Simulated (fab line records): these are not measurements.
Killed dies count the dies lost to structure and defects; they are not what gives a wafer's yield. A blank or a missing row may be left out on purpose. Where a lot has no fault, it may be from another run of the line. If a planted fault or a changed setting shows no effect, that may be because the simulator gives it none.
Which tool was responsible? + flow sky130 + Sampling: 11 lots, 33 wafers, 4 of 708 route steps

## WHAT EACH GAUGE READ, for each wafer
SKY_POLY_GATE_THK_MEAS_04.
| lot  | measured     | on           | POLY_GATE_CVD_03_THK (nm) |
|------|--------------|--------------|---------------------------|
| L450 | day 15 22:39 | filmMetro-01 | 75.9 76.6 75.9            |
| L451 | day 16 04:50 | filmMetro-03 | 75.1 75.3 75.1            |
| L456 | day 17 19:47 | filmMetro-01 | 76.2 75.2 75.9            |
| L457 | day 17 22:55 | filmMetro-03 | 76.4 76.5 75.8            |
| L459 | day 19 05:47 | filmMetro-01 | 75.5 74.7 75.1            |
| L463 | day 20 13:55 | filmMetro-03 | 75.4 75.3 75.0            |
| L465 | day 21 12:40 | filmMetro-04 | 76.2 75.7 75.7            |
| L469 | day 22 10:59 | filmMetro-01 | 74.6 74.3 74.7            |
| L470 | day 22 12:59 | filmMetro-04 | 75.4 75.1 75.2            |
| L471 | day 23 03:04 | filmMetro-03 | 74.9 75.1 74.9            |
| L472 | day 23 09:32 | filmMetro-03 | 75.4 75.1 76.5            |

## EACH LOT AND THE TOOL THAT RAN IT (in order: tool; ch and the chambers of the sampled wafers; start)
| lot  | SKY_FIELD_ISO_ETCH_15            | SKY_FIELD_ISO_STRIP_16             | SKY_FIELD_ISO_CMP_27         |
|------|----------------------------------|------------------------------------|------------------------------|
| L450 | rieDiel-03 ch 1,3, day 2 14:22   | plasmaAsher-02 ch 0,1, day 2 14:26 | cmp-01 ch 2,3, day 2 19:31   |
| L451 | rieDiel-04 ch 0,2,3, day 2 15:04 | plasmaAsher-01 ch 0,1, day 2 15:08 | cmp-02 ch 0,1,2, day 2 19:37 |
| L456 | rieDiel-04 ch 0,1,3, day 3 19:40 | plasmaAsher-01 ch 0,1, day 3 19:44 | cmp-02 ch 0,2, day 3 23:07   |
| L457 | rieDiel-04 ch 0,1,2, day 3 22:28 | plasmaAsher-01 ch 0,1, day 3 22:32 | cmp-02 ch 0,1,2, day 4 02:55 |
| L459 | rieDiel-04 ch 0,1, day 4 09:19   | plasmaAsher-02 ch 0,1, day 4 09:23 | cmp-01 ch 0,2,3, day 4 15:34 |
| L463 | rieDiel-02 ch 1,3, day 5 06:40   | plasmaAsher-01 ch 0,1, day 5 06:44 | cmp-02 ch 0,1, day 5 11:10   |
| L465 | rieDiel-02 ch 0,1,2, day 5 19:13 | plasmaAsher-02 ch 0,1, day 5 19:17 | cmp-02 ch 0,2,3, day 6 00:40 |
| L469 | rieDiel-03 ch 0,1,3, day 6 12:49 | plasmaAsher-02 ch 0,1, day 6 12:52 | cmp-01 ch 1,2,3, day 6 19:45 |
| L470 | rieDiel-04 ch 1,3, day 6 18:28   | plasmaAsher-04 ch 0,1, day 6 18:31 | cmp-01 ch 0,1, day 6 21:52   |
| L471 | rieDiel-04 ch 2,3, day 7 00:19   | plasmaAsher-02 ch 0,1, day 7 00:22 | cmp-02 ch 0,1,3, day 7 03:42 |
| L472 | rieDiel-02 ch 1,2,3, day 7 04:58 | plasmaAsher-02 ch 0,1, day 7 05:01 | cmp-01 ch 0,1,3, day 7 08:55 |
- SKY_FIELD_ISO_ETCH_15: etches the open film in CHF3/O2, stops on Si, target depth 180 nm, time 72 s.
- SKY_FIELD_ISO_STRIP_16: strips in O2/N2.
- SKY_FIELD_ISO_CMP_27: polishes, stops on Si3N4, t overpolish 16 s, target thk 457.8 nm.

## THE ANSWER, worked out from the rows above alone
Rule: usual is defined by the lots themselves. The widest of any qualifying gaps counts: lots, ordered by their means at a reading, are off when they make up no more than a third of the lots, leave a main group of 4 or more, and stand apart from it by 3 or more times the standard deviation of that group's means. The tables above print the reading to a certain number of digits; a main group whose means all agree to those digits is not used. Also off: a lot with no number at a reading for which 4 or more lots have one. All remaining lots with rows at the step are treated as sound.
None of the lots is off at any reading shown; this tells nothing.

## WHAT THE SIMULATOR HAD INSERTED
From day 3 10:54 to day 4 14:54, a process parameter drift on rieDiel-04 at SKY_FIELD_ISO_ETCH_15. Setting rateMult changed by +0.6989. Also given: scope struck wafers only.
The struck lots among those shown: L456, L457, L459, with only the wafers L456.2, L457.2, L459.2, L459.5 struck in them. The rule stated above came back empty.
